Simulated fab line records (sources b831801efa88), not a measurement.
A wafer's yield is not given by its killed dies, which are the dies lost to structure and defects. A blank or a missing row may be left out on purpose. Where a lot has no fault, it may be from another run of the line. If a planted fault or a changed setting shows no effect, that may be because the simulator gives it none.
Split-lot experiment | flow gf180mcu | route with 602 steps; 5 lots, 23 wafers read

## SPLIT DETAILS
At GF_V4_CVD_00 (deposits SiO2, target thk 600 nm, time 100 s), the setting sih4 flow sccm was moved away from the recipe's 60 sccm on 9 of the 23 wafers read, by -14.0% to +12.5%. For the rest of the wafers, this setting stayed at what the recipe calls for.

The file shows no step between the split and the reading.

## THE READING
V4_CVD_00_THK at GF_V4_THK_MEAS_01, in nm. Fault-free wafers of this fab line usually give 599 nm, standard deviation 5.2 nm.

wafer  | tool, chamber at the split | sih4 flow sccm as run, sccm | against the recipe | V4_CVD_00_THK, nm | against lot-mates on the recipe
L076.3 | hdpcvd-02, 1               | 60                          | recipe             | 590               | -
L076.4 | hdpcvd-02, 1               | 60                          | recipe             | 595               | -
L076.6 | hdpcvd-02, 0               | 60                          | recipe             | 595               | -
L078.1 | hdpcvd-02, 1               | 60                          | recipe             | 599               | -
L078.2 | hdpcvd-02, 0               | 56.65                       | -5.6%              | 572               | -32
L078.4 | hdpcvd-02, 1               | 56.65                       | -5.6%              | 569               | -35
L078.5 | hdpcvd-02, 2               | 60                          | recipe             | 606               | -
L078.6 | hdpcvd-02, 0               | 60                          | recipe             | 608               | -
L079.1 | hdpcvd-01, 0               | 60                          | recipe             | 596               | -
L079.2 | hdpcvd-01, 1               | 60                          | recipe             | 601               | -
L079.3 | hdpcvd-01, 2               | 56.4                        | -6.0%              | 560               | -41
L079.4 | hdpcvd-01, 2               | 60                          | recipe             | 606               | -
L079.6 | hdpcvd-01, 0               | 56.4                        | -6.0%              | 558               | -43
L080.1 | hdpcvd-01, 1               | 67.49                       | +12.5%             | 672               | +76
L080.2 | hdpcvd-01, 2               | 60                          | recipe             | 597               | -
L080.4 | hdpcvd-01, 0               | 67.49                       | +12.5%             | 667               | +71
L080.5 | hdpcvd-01, 2               | 67.49                       | +12.5%             | 675               | +79
L080.6 | hdpcvd-01, 1               | 60                          | recipe             | 595               | -
L083.1 | hdpcvd-02, 1               | 51.6                        | -14.0%             | 513               | -85
L083.2 | hdpcvd-02, 0               | 51.6                        | -14.0%             | 509               | -89
L083.3 | hdpcvd-02, 2               | 60                          | recipe             | 593               | -
L083.5 | hdpcvd-02, 2               | 60                          | recipe             | 598               | -
L083.6 | hdpcvd-02, 0               | 60                          | recipe             | 603               | -

FIT RESULTS
A straight line over all 23 wafers: V4_CVD_00_THK changes by +6 nm for each +1% of sih4 flow sccm; r = +0.99; the points scatter about the line by 5.1 nm.
The same after taking each lot's own level away (the mean of its wafers on the recipe; 23 wafers): +6.17 nm for each +1%; r = +1.00; scatter 3.5 nm.
According to that fit, moving sih4 flow sccm by its largest amount changes the reading by 86 nm.
The span of the lots' own levels, 593.3 to 604.3 nm, comes to 2.1 times the standard deviation stated above.
Hence the lot-to-lot level has little effect on the slope; both slopes agree.
Check: for one of the wafers moved furthest among these (-14.0%), held out of the fit, the line's prediction against its lot-mates is -87.6 nm. It came out at -85 nm against them.

## OTHER SPLITS ON THESE WAFERS
Before the reading, these wafers also passed through other splits. Each is held against what the fit with the lots' levels taken away leaves over:
other split on the same wafers       | wafers away from the commonest value | r with V4_CVD_00_THK (lot level and that fit taken away)
GF_V3_CVD_02 time s                  | 10                                   | -0.02
GF_V3_EXPOSE_11 dose mj              | 8                                    | +0.16
GF_V3_ETCH_16 bias w                 | 6                                    | -0.24
GF_V3_SPUTTER_22 chamber pressure pa | 10                                   | -0.11

## THE WHOLE CHAIN: every reading that the file lists as answering this split, in the file's order
step              | what it does                                 | reading                                                                   | change (the file's fit)              | r (the file's)
GF_V4_CVD_00      | deposits SiO2, target thk 600 nm, time 100 s | SiO2_of_V4_CVD_00.thk nm (the simulator's own value, which no gauge read) | +6.18 nm for each +1% of the setting | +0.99
GF_V4_THK_MEAS_01 |                                              | V4_CVD_00_THK                                                             | +6.19 for each +1% of the setting    | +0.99

## THE FILE'S OWN FIT
V4_CVD_00_THK changes by +6.19 nm for each +1% of sih4 flow sccm, r = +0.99.
